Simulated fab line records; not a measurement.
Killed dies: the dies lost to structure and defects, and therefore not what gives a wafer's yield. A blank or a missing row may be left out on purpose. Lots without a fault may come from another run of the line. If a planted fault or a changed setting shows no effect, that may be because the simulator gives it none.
A single fault, viewed from 2 desks    flow sky130    numbers are kept per desk, each desk with only its own; the story behind them comes last

THE TOOL OWNER'S DESK: pecvd-02
The tool's own readings at SKY_CONTACT_CVD_00 (deposits Si3N4, target thk 75 nm): means of the sampled wafers that have a number, for each lot that ran on this tool. Marked OUT: a lot whose mean sits more than 4 standard deviations from the usual mean, which makes it out of limits; the brackets give that distance.
Columns: A = heaterPowerW at SKY_CONTACT_CVD_00, usual 701 W; B = rfFwdPowerW at SKY_CONTACT_CVD_00, usual 444.8 W
lot   first seen here  A    B
L544  day 30 14:32     585  444.2
L546  day 31 11:17     649  444.2
L547  day 31 23:02     604  445.2
L548  day 32 03:03     626  443.7
L550  day 32 22:29     648  419.9 (-15) OUT
L551  day 32 23:56     624  420.7 (-14) OUT
L561  day 36 12:35     646  444.4
L563  day 37 07:12     652  444.0
L564  day 37 11:17     565  445.1
This desk's finding: out of limits on L550, L551; first on L550, day 32 22:29 (rfFwdPowerW at SKY_CONTACT_CVD_00). Within limits: L544, L546, L547, L548, L561, L563, L564.

FROM THE METROLOGY DESK
What the gauges read for every lot (on any tool): the sampled wafers with a number, averaged. Marked OUT: a lot whose mean sits more than 4 standard deviations from the usual mean, which makes it out of limits; the brackets give that distance.
Columns: A = CONTACT_CVD_00_THK at SKY_CONTACT_THK_MEAS_01, usual 75.3 nm
lot   first seen here  A
L544  day 30 14:35     74.0
L546  day 31 11:20     75.7
L547  day 31 23:04     75.4
L548  day 32 03:05     74.7
L549  day 32 15:23     76.0
L550  day 32 22:31     74.8
L551  day 32 23:59     73.8
L559  day 35 17:16     76.0
L560  day 36 04:31     76.0
L561  day 36 12:38     75.2
L562  day 36 23:38     75.5
L563  day 37 07:15     75.9
L564  day 37 11:19     75.2
L565  day 37 16:53     75.4
This desk's finding: nothing out of limits on any of the 14 lots.

TAKEN TOGETHER
The tool owner's desk could have raised an alarm at day 32 22:29, on L550, L551.
From the metrology desk's view, nothing was out of limits.
The metrology desk has L550, L551 on record, within its limits.
All the named lots went through SKY_CONTACT_CVD_00 on pecvd-02.

WHAT HAD BEEN PUT IN BY THE SIMULATOR
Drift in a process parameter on pecvd-02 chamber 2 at SKY_CONTACT_CVD_00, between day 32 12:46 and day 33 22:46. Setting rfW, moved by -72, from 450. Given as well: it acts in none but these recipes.
Lots struck among those shown: L550, L551.
Time in hours from fault onset to the first out-of-limits reading at each desk: the tool owner's desk, 10.
